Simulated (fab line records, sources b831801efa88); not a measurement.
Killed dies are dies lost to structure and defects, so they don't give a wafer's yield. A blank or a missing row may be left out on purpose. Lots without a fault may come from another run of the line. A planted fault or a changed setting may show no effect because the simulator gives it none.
fab line records | flow sky130
record lots=11 wafers=33 last_day=50
route steps=708 shown FIELD_ISO@28 LDD_N@248 METAL1@436 VIA1@460
lots that met no fault: from a run of the same line without faults
start_h: hours from the record's first day to the start of the lot's first wafer shown | wait_h: hours since the lot's step before | " the same as in the row above | L1.1+2: a row that stands for several wafers | - no value, or no start given | * or withheld: withheld | < > ~ a bound
route shown NAME@n: a module of which the file shows steps, and the number in the route of the first | usual: mean/standard deviation of fault-free wafers | same: alike in all rows | chamber/n: place in a boat | sites: the reading at each site | _std_site: their standard deviation | _edge_site: outer sites' mean less inner sites' | radius_mm: how far each site lies from the wafer's centre | mask NAME#n: copy n | behind: the tool/chamber that last shaped the wafer | hold: why the lot was held/for how many hours/how that ended | device: the transistor (n, p or np) that didn't switch | end of line: the same wafers' tests at the end of the route | a step without rows: its recipe alone | killed: dies lost to structure and defects at the first sort, not the wafer's yield | map: a wafer's dies, x killed, . not, _ none there
set.NAME: the setting as run; set.NAME@STEP: as run at that earlier step | model.NAME: the simulator's own value behind a step, which no gauge read
steps of the route over a sample of lots; a table a step, a row a wafer
services: from which hour (start_h, from the record's first day; less than 0 if before it) a tool's chamber was out of use, for how many hours, and why
## steps
# step SKY_FIELD_ISO_CMP_27
# recipe stop_on=Si3N4 t_overpolish_s=16 down_force_psi=4 platen_rpm=60 target_thk_nm=457.8 pad_velocity_m_s=0.94248
# usual edge_zone_pressure_frac=1.000/0.005 motor_current_A=12.2/1.2 overpolish_run_s=16.001/0.0092 time_to_endpoint_s=110.5/2.5
# columns lot.wafer tool chamber start_h wait_h edge_zone_pressure_frac motor_current_A overpolish_run_s time_to_endpoint_s
L346.1 cmp-01 3 40.73 0.1 0.994 10.7 15.990 103.9
L346.3 " 0 " " 0.982 11.8 15.992 106.3
L346.6 " 3 " " 0.995 11.0 16.009 105.1
L347.4 cmp-02 3 45.53 0.1 1.000 11.3 16.014 108.7
L347.5 " 1 " " 1.004 13.5 15.986 112.9
L347.6 " 2 " " 0.998 11.2 16.018 112.8
L348.4 cmp-02 1 47.84 0.0 1.003 13.3 16.005 107.7
L348.1 " 2 " " 1.001 11.0 15.992 109.2
L348.5 " 2 " " 1.008 10.7 15.990 109.4
L350.1 cmp-01 0 61.21 0.1 0.992 12.0 15.981 107.1
L350.6 " 2 " " 0.999 13.2 15.997 111.4
L350.5 " 3 " " 1.003 10.5 15.983 107.6
L351.3 cmp-02 1 65.63 0.1 1.000 12.9 16.022 109.0
L351.2 " 3 " " 1.000 11.7 15.988 109.2
L351.5 " 1 " " 1.001 13.0 16.020 109.1
L358.2 cmp-01 3 99.83 0.1 0.994 11.5 16.004 112.0
L358.4 " 0 " " 0.993 12.1 15.998 112.5
L358.6 " 2 " " 1.004 13.4 16.001 111.5
L359.1 cmp-01 0 108.64 0.0 1.002 12.0 16.010 113.2
L359.2 " 2 " " 1.000 13.3 16.006 110.5
L359.5 " 1 " " 1.004 12.0 16.006 110.5
L361.1 cmp-02 2 119.66 0.0 0.995 10.8 15.999 109.2
L361.3 " 1 " " 0.996 13.5 16.004 108.1
L361.5 " 2 " " 0.998 11.2 16.005 111.8
L362.4 cmp-01 0 126.31 0.1 0.996 12.0 16.013 113.0
L362.6 " 3 " " 1.007 11.2 16.011 112.8
L362.5 " 0 " " 0.997 11.9 15.991 117.9
L364.1 cmp-02 1 133.09 0.1 0.991 12.5 16.009 109.3
L364.3 " 2 " " 0.998 11.7 15.999 108.3
L364.5 " 0 " " 0.999 13.8 16.002 106.9
L366.2 cmp-02 0 144.60 0.1 0.997 13.6 16.004 112.3
L366.3 " 1 " " 1.007 13.8 15.990 114.4
L366.5 " 2 " " 1.000 11.3 15.988 114.8
# step SKY_LDD_N_IMPLANT_11
# recipe species=As energy_kev=20 dose_cm2=7.5e+13 tilt_deg=withheld rotation_deg=293
# usual beam_on_s=10.00/0.21 dose_ions_cm2=7.499e+13/9.2e+10 faraday_current_uA=422/8.8
# columns lot.wafer tool chamber start_h wait_h beam_on_s dose_ions_cm2 faraday_current_uA
L346.1 implanter-01 0 408.05 0.1 9.88 7.494e+13 428
L346.3 " 0 " " 10.04 7.511e+13 423
L346.6 " 0 " " 10.47 7.495e+13 403
L347.4 implanter-01 0 423.23 0.1 9.87 7.503e+13 427
L347.5 " 0 " " 9.75 7.506e+13 435
L347.6 " 0 " " 9.77 7.511e+13 430
L348.1 implanter-02 0 431.71 0.1 9.74 7.513e+13 432
L348.4 " 0 " " 10.05 7.507e+13 422
L348.5 " 0 " " 10.39 7.501e+13 406
L350.1 implanter-01 0 444.85 0.1 33.96 3.3986e+14 564
L350.5 " 0 " " 32.77 3.3995e+14 582
L350.6 " 0 " " 33.83 3.3983e+14 568
L351.2 implanter-01 0 459.28 0.1 32.21 3.3984e+14 594
L351.3 " 0 " " 34.00 3.3972e+14 562
L351.5 " 0 " " 33.95 3.3973e+14 564
L358.2 implanter-01 0 518.58 0.1 9.87 7.492e+13 427
L358.4 " 0 " " 9.94 7.502e+13 424
L358.6 " 0 " " 10.13 7.489e+13 417
L359.1 implanter-01 0 533.71 0.1 9.90 7.512e+13 429
L359.2 " 0 " " 9.92 7.5e+13 425
L359.5 " 0 " " 9.98 7.507e+13 427
L361.1 implanter-03 0 553.06 0.1 10.01 7.497e+13 422
L361.3 " 0 " " 9.69 7.495e+13 435
L361.5 " 0 " " 9.85 7.507e+13 430
L362.4 implanter-03 0 575.18 0.1 9.77 7.501e+13 432
L362.5 " 0 " " 10.20 7.499e+13 415
L362.6 " 0 " " 9.77 7.504e+13 432
L364.1 implanter-01 0 576.06 0.1 9.95 7.496e+13 424
L364.3 " 0 " " 10.21 7.506e+13 415
L364.5 " 0 " " 9.87 7.492e+13 426
L366.2 implanter-01 0 589.34 0.1 10.28 7.493e+13 409
L366.3 " 0 " " 10.07 7.504e+13 420
L366.5 " 0 " " 9.81 7.503e+13 431
# step SKY_LDD_N_STRIP_16
# recipe chemistry=O2/N2 power_w=1400 pressure_mtorr=1500 platen_temp_c=withheld o2_flow_sccm=3000 n2_flow_sccm=300 overash_fraction=0.5
# usual drypump_motor_current_A=5.8/0.56 oes_product_au=0.407/0.005 strip_time_to_endpoint_s=4.316/0.016
# columns lot.wafer tool chamber start_h wait_h drypump_motor_current_A oes_product_au rf_hours_counter_h strip_time_to_endpoint_s
L346.1 plasma_asher-04 1 408.80 0.1 5.1 0.415 27 4.337
L346.3 " 1 " " 5.1 0.407 - 4.323
L346.6 " 1 " " 5.1 0.410 - 4.342
L347.4 plasma_asher-04 1 423.93 0.1 5.1 0.407 - 4.327
L347.5 " 1 " " 5.1 0.409 - 4.317
L347.6 " 0 " " 5.1 0.401 - 4.315
L348.1 plasma_asher-01 1 432.46 0.1 5.4 0.401 70 4.313
L348.4 " 0 " " 6.1 0.416 - 4.308
L348.5 " 1 " " 5.4 0.407 - 4.317
L350.1 plasma_asher-04 0 445.60 0.1 5.1 0.403 31 4.971
L350.5 " 1 " " 5.1 0.406 - 4.982
L350.6 " 0 " " 5.1 0.399 - 4.993
L351.2 plasma_asher-02 1 460.00 0.1 6.3 0.398 3 4.954
L351.3 " 0 " " 6.4 0.416 - 4.971
L351.5 " 1 " " 6.3 0.402 - 4.986
L358.2 plasma_asher-04 0 519.30 0.1 5.2 0.402 38 4.304
L358.4 " 1 " " 5.1 0.415 - 4.314
L358.6 " 1 " " 5.1 0.401 - 4.296
L359.1 plasma_asher-01 0 534.46 0.1 6.1 0.404 81 4.359
L359.2 " 1 " " 5.4 0.410 81 4.335
L359.5 " 0 " " 6.1 0.406 - 4.359
L361.1 plasma_asher-04 0 553.81 0.1 5.1 0.398 41 4.304
L361.3 " 0 " " 5.1 0.408 - 4.300
L361.5 " 0 " " 5.1 0.406 - 4.321
L362.4 plasma_asher-01 1 575.88 0.1 5.4 0.408 - 4.320
L362.5 " 1 " " 5.4 0.406 - 4.307
L362.6 " 0 " " 6.1 0.403 - 4.320
L364.1 plasma_asher-02 0 576.81 0.1 6.4 0.415 14 4.306
L364.3 " 1 " " 6.3 0.406 - 4.326
L364.5 " 1 " " 6.3 0.410 - 4.313
L366.2 plasma_asher-01 1 590.07 0.1 5.4 0.410 87 4.309
L366.3 " 1 " " 5.4 0.403 - 4.317
L366.5 " 1 " " 5.4 0.403 - 4.318
# step SKY_LDD_N_TW_MEAS_17
# usual LDD_N_TW=2588/21
# columns lot.wafer tool chamber start_h wait_h LDD_N_TW
L346.1 film_metro-01 - 408.90 0.1 2603
L346.3 " - " " 2623
L346.6 " - " " 2592
L347.4 film_metro-03 - 424.03 0.1 2584
L347.5 " - " " 2587
L347.6 " - " " 2575
L348.1 film_metro-01 - 432.56 0.1 2614
L348.4 " - " " 2623
L348.5 " - " " 2616
L350.1 film_metro-04 - 445.70 0.1 2889
L350.5 " - " " 2865
L350.6 " - " " 2864
L351.2 film_metro-04 - 460.11 0.1 2880
L351.3 " - " " 2864
L351.5 " - " " 2889
L358.2 film_metro-01 - 519.41 0.1 2613
L358.4 " - " " 2600
L358.6 " - " " 2600
L359.1 film_metro-03 - 534.56 0.1 2549
L359.2 " - " " 2569
L359.5 " - " " 2576
L361.1 film_metro-03 - 553.91 0.1 2556
L361.3 " - " " 2570
L361.5 " - " " 2568
L362.4 film_metro-03 - 575.98 0.1 2561
L362.5 " - " " 2563
L362.6 " - " " 2572
L364.1 film_metro-03 - 576.91 0.1 2548
L364.3 " - " " 2565
L364.5 " - " " 2572
L366.2 film_metro-04 - 590.18 0.1 2599
L366.3 " - " " 2599
L366.5 " - " " 2605
# step SKY_METAL1_SPUTTER_02
# recipe material=AlCu target_thk_nm=250 power_w=10600 time_s=13.3 chamber_pressure_pa=0.4
# usual throttle_valve_pct=29.7/0.93
# columns lot.wafer tool chamber start_h wait_h throttle_valve_pct
L346.1 pvd_sputter-01 - 741.98 0.0 28.8
L346.3 " - " " 29.8
L346.6 " - " " 29.6
L347.4 pvd_sputter-01 - 763.10 0.0 29.4
L347.5 " - " " 29.6
L347.6 " - " " 29.5
L348.1 pvd_sputter-03 - 766.05 0.0 30.4
L348.4 " - " " 30.5
L348.5 " - " " 31.9
L350.1 pvd_sputter-02 - 775.46 0.0 28.1
L350.5 " - " " 30.3
L350.6 " - " " 28.3
L351.2 pvd_sputter-02 - 786.91 0.0 30.2
L351.3 " - " " 28.0
L351.5 " - " " 28.0
L358.2 pvd_sputter-01 - 838.91 0.0 28.9
L358.4 " - " " 29.9
L358.6 " - " " 29.5
L359.1 pvd_sputter-02 - 854.46 0.0 28.3
L359.2 " - " " 29.4
L359.5 " - " " 28.9
L361.1 pvd_sputter-02 - 872.88 0.0 28.5
L361.3 " - " " 29.4
L361.5 " - " " 29.4
L362.4 pvd_sputter-03 - 890.10 0.0 31.5
L362.5 " - " " 31.5
L362.6 " - " " 30.5
L364.1 pvd_sputter-02 - 892.52 0.0 28.1
L364.3 " - " " 29.5
L364.5 " - " " 29.5
L366.2 pvd_sputter-03 - 902.16 0.0 30.5
L366.3 " - " " 30.4
L366.5 " - " " 30.5
# step SKY_VIA1_CMP_02
# recipe material=SiO2 down_force_psi=4 platen_rpm=60 pad_velocity_m_s=0.94248
# usual edge_zone_pressure_frac=1.000/0.0055 motor_current_A=12.1/1.1
# columns lot.wafer tool chamber start_h wait_h edge_zone_pressure_frac motor_current_A
L346.3 cmp-02 2 770.92 0.0 1.000 11.2
L346.1 " 3 " " 1.013 10.2
L346.6 " 2 " " 0.993 11.4
L347.4 cmp-02 3 791.82 0.2 0.999 10.4
L347.6 " 0 " " 0.993 13.5
L347.5 " 1 " " 0.996 12.6
L348.1 cmp-01 3 795.23 0.1 0.999 11.6
L348.4 " 0 " " 0.998 11.9
L348.5 " 0 " " 0.999 11.3
L350.1 cmp-01 0 803.72 0.1 1.004 12.0
L350.5 " 3 " " 1.003 11.2
L350.6 " 0 " " 0.996 11.7
L351.2 cmp-01 2 815.93 0.1 0.994 13.2
L351.3 " 3 " " 0.998 10.8
L351.5 " 2 " " 0.997 14.0
L358.4 cmp-02 2 867.07 0.1 0.999 11.0
L358.2 " 3 " " 1.010 10.6
L358.6 " 1 " " 1.009 12.9
L359.2 cmp-01 3 882.67 0.3 1.001 10.3
L359.1 " 0 " " 0.996 12.3
L359.5 " 3 " " 1.003 10.5
L361.1 cmp-01 3 900.30 0.1 0.994 10.8
L361.3 " 0 " " 0.998 12.1
L361.5 " 2 " " 1.009 12.7
L362.4 cmp-02 0 916.47 0.1 0.999 13.5
L362.5 " 2 " " 1.004 10.7
L362.6 " 3 " " 1.004 11.0
L364.3 cmp-01 1 919.01 0.0 0.999 11.8
L364.1 " 0 " " 0.990 12.1
L364.5 " 2 " " 1.000 13.8
L366.3 cmp-01 2 928.64 0.0 1.001 13.4
L366.2 " 3 " " 0.993 10.8
L366.5 " 2 " " 1.002 13.3
## services
# columns tool chamber start_h hours kind
cmp-01 - 64.13 4.0 pm
cmp-01 - 68.13 0.3 repair
cmp-02 - 83.11 2.5 repair
cmp-01 - 131.16 11.9 pm
cmp-01 - 146.63 1.9 repair
cmp-01 - 222.53 0.6 repair
cmp-01 - 303.41 0.2 repair
cmp-01 - 309.95 2.4 repair
cmp-01 - 327.21 1.5 repair
cmp-01 - 341.42 9.9 repair
cmp-01 - 351.33 11.1 pm
cmp-01 - 382.78 1.1 repair
cmp-01 - 388.40 1.4 repair
cmp-01 - 404.13 4.0 pm
cmp-01 - 480.78 2.0 repair
cmp-01 - 500.16 4.9 pm
cmp-01 - 547.75 5.4 pm
cmp-01 - 621.95 1.0 repair
cmp-01 - 641.54 0.6 repair
cmp-01 - 648.69 6.5 repair
cmp-01 - 714.46 2.6 repair
cmp-01 - 744.13 4.0 pm
cmp-01 - 761.53 3.9 repair
cmp-01 - 869.16 5.3 pm
## key
first_sign step=SKY_LDD_N_IMPLANT_11 reading=dose_ions_cm2 direction=up sigmas=99+ usual=* struck=*
effect step=SKY_LDD_N_IMPLANT_11 reading=beam_on_s direction=up sigmas=99+ usual=10.00 struck=33.45
effect step=SKY_LDD_N_STRIP_16 reading=strip_time_to_endpoint_s direction=up sigmas=41 usual=* struck=*
effect step=SKY_LDD_N_TW_MEAS_17 reading=LDD_N_TW direction=up sigmas=14 usual=2588 struck=2875
met_at SKY_LDD_N_IMPLANT_11
struck_lots L350,L351
tester_left_out L350,L351
not_acting_at SKY_FIELD_ISO_CMP_27,SKY_METAL1_SPUTTER_02,SKY_VIA1_CMP_02
onset_between 423.23 444.85
fault kind=process_parameter_drift tool=implanter-01 chamber=- onset_h=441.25 steps=SKY_LDD_N_IMPLANT_11 channel=dose_cm2 offset=* shape=step end_h=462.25 acts_in=* stated=*
# tester_left_out: of these lots the tester's yield and bins aren't shown, on N5 and GAA mostly nor the transistor test; their killed dies are dies lost to structure and defects alone, not to doping, threshold or leakage, so they don't give the yield
